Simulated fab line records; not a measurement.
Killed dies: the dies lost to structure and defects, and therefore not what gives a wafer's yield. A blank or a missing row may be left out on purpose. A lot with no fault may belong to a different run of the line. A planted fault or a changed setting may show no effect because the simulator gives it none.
Chamber matching :: flow sky130 :: cmp-02 running SKY_VIA3_CMP_02: 4 sister chambers
The step polishes SiO2. 8 wafers are shown with their chamber, then 10 later ones without.

## WAFERS WITH THEIR CHAMBER
wafer: L086.5
chamber: 3
motor current A (A): 11.4

wafer: L088.1
chamber: 2
motor current A (A): 12.2

wafer: L088.5
chamber: 1
motor current A (A): 11.8

wafer: L089.3
chamber: 2
motor current A (A): 11.2

wafer: L089.4
chamber: 0
motor current A (A): 10.5

wafer: L089.6
chamber: 3
motor current A (A): 11.9

wafer: L091.1
chamber: 1
motor current A (A): 11.7

wafer: L091.3
chamber: 0
motor current A (A): 11.4

## WAFERS WITH NO CHAMBER GIVEN
wafer: L091.6
motor current A (A): 10.8

wafer: L093.2
motor current A (A): 11.9

wafer: L093.3
motor current A (A): 10.6

wafer: L093.6
motor current A (A): 11.3

wafer: L095.2
motor current A (A): 10.9

wafer: L095.4
motor current A (A): 12.4

wafer: L095.5
motor current A (A): 11.9

wafer: L097.1
motor current A (A): 12.3

wafer: L097.3
motor current A (A): 11.8

wafer: L097.5
motor current A (A): 10.9

## EACH ONE'S CHAMBER
wafer: L091.6
from the rows above: can't be placed: 0 or 3 or 2 or 1
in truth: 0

wafer: L093.2
from the rows above: can't be placed: 1 or 2 or 3 or 0
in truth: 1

wafer: L093.3
from the rows above: can't be placed: 0 or 3 or 2 or 1
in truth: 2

wafer: L093.6
from the rows above: can't be placed: 3 or 0 or 2 or 1
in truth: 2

wafer: L095.2
from the rows above: can't be placed: 0 or 3 or 2 or 1
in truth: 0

wafer: L095.4
from the rows above: can't be placed: 1 or 2 or 3 or 0
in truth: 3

wafer: L095.5
from the rows above: can't be placed: 1 or 2 or 3 or 0
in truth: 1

wafer: L097.1
from the rows above: can't be placed: 1 or 2 or 3 or 0
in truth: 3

wafer: L097.3
from the rows above: can't be placed: 1 or 2 or 3 or 0
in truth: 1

wafer: L097.5
from the rows above: can't be placed: 0 or 3 or 2 or 1
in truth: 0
0 of 10 placed correctly. Cannot be placed on the basis of these rows: 10; the candidates contain the true chamber in 10. Placed wrongly: 0.
How it was worked out, from the rows above alone: a wafer's distance from a chamber is the root of the sum, over the readings, of the square of ((its reading less the chamber's mean) divided by the reading's scatter). If the next closest chamber is less than 2 further off than the closest, the wafer can't be placed; otherwise it belongs to the closest. A chamber's mean is the mean of its shown wafers. The scatter: the root of (the sum of the squares of (reading less its chamber's mean) over the shown wafers, divided by (wafers less chambers)).
